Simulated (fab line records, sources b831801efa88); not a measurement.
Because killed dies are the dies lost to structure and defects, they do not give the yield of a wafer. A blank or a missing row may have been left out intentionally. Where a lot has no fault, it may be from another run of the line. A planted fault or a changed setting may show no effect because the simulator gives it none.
Which of the tools did it?	flow gf180mcu	Sampling: 6 lots, 18 wafers, 2 of 602 route steps

WHAT THE GAUGES READ, wafer by wafer
GF_DUAL_GATE_THK_MEAS_03.
lot	measured	on	DUAL_GATE_OXIDATION_00_THK (nm)
L253	day 8 05:47	film-metro-03	10.40 10.62 10.58
L260	day 10 10:11	film-metro-04	10.99 10.99 11.09
L266	day 11 20:55	film-metro-03	10.90 11.05 11.04
L270	day 12 23:58	film-metro-03	10.56 10.50 10.45
L272	day 13 16:09	film-metro-02	10.58 10.39 10.57
L274	day 14 04:35	film-metro-02	10.99 11.06 10.82

TOOL THAT RAN EACH LOT (tool first, then ch and the chambers of the sampled wafers, then the start)
lot	GF_DNWELL_STRIP_08
L253	plasma-asher-03 ch 0,1, day 3 04:28
L260	plasma-asher-01 ch 0,1, day 5 00:11
L266	plasma-asher-01 ch 0,1, day 6 03:16
L270	plasma-asher-01 ch 0,1, day 6 23:13
L272	plasma-asher-02 ch 0,1, day 7 10:22
L274	plasma-asher-02 ch 0,1, day 7 20:48
- GF_DNWELL_STRIP_08: strips in O2/N2.

THE ANSWER, worked out from the rows above alone
Rule: the usual values come from the lots themselves. The widest of any qualifying gaps counts: lots, ordered by their means at a reading, are off when they make up no more than a third of the lots, leave a main group of 4 or more, and stand apart from it by 3 or more times the standard deviation of that group's means. The tables above print the reading to a certain number of digits; a main group whose means all agree to those digits is not used. Also off: a lot with no number at a reading for which 4 or more lots have one. The other lots that the step has rows for count as sound.
No lot is off at any reading shown: from this, nothing can be told.

WHAT THE SIMULATOR HAD INSERTED
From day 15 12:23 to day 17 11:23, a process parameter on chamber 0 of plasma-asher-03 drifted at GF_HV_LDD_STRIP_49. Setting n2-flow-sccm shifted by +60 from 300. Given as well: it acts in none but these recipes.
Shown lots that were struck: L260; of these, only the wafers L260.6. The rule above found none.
